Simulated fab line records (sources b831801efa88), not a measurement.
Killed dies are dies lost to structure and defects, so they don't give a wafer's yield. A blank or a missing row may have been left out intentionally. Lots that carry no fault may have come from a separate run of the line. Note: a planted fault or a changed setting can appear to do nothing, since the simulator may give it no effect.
Chamber matching | flow sky130 | 4 sister chambers for SKY_VIA4_CMP_02 on cmp-02
The step polishes SiO2. 4 wafers are shown with their chamber, then 8 later ones without.

## WAFERS, EACH WITH ITS CHAMBER
wafer  | chamber | motor current A (A)
L824.4 | 2       | 13.5
L833.2 | 3       | 11.6
L833.4 | 0       | 10.2
L834.2 | 1       | 12.7

## WAFERS WHOSE CHAMBER IS MISSING
wafer  | motor current A (A)
L834.4 | 10.0
L834.6 | 10.4
L835.2 | 9.6
L835.3 | 12.7
L835.4 | 13.1
L836.3 | 10.3
L836.4 | 13.4
L836.5 | 9.9

## CHAMBER TAKEN BY EACH
wafer  | from the rows above     | in truth
L834.4 | 0                       | 0
L834.6 | 0                       | 0
L835.2 | 0                       | 0
L835.3 | 1                       | 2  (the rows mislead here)
L835.4 | can't be placed: 1 or 2 | 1
L836.3 | 0                       | 0
L836.4 | 2                       | 2
L836.5 | 0                       | 0
Placed correctly: 6 of 8. Cannot be placed on the basis of these rows: 1; the candidates contain the true chamber in 1. Number placed wrongly: 1.
How it was worked out, from the rows above alone: a wafer's distance from a chamber is the root of the sum, over the readings, of the square of ((its reading less the chamber's mean) divided by the reading's scatter). If the next closest chamber is less than 2 further off than the closest, the wafer can't be placed; otherwise it belongs to the closest. A chamber's mean is the mean of its shown wafers. The scatter: root of mean squared gap, hidden wafer to nearest shown wafer, with one shown wafer a chamber.
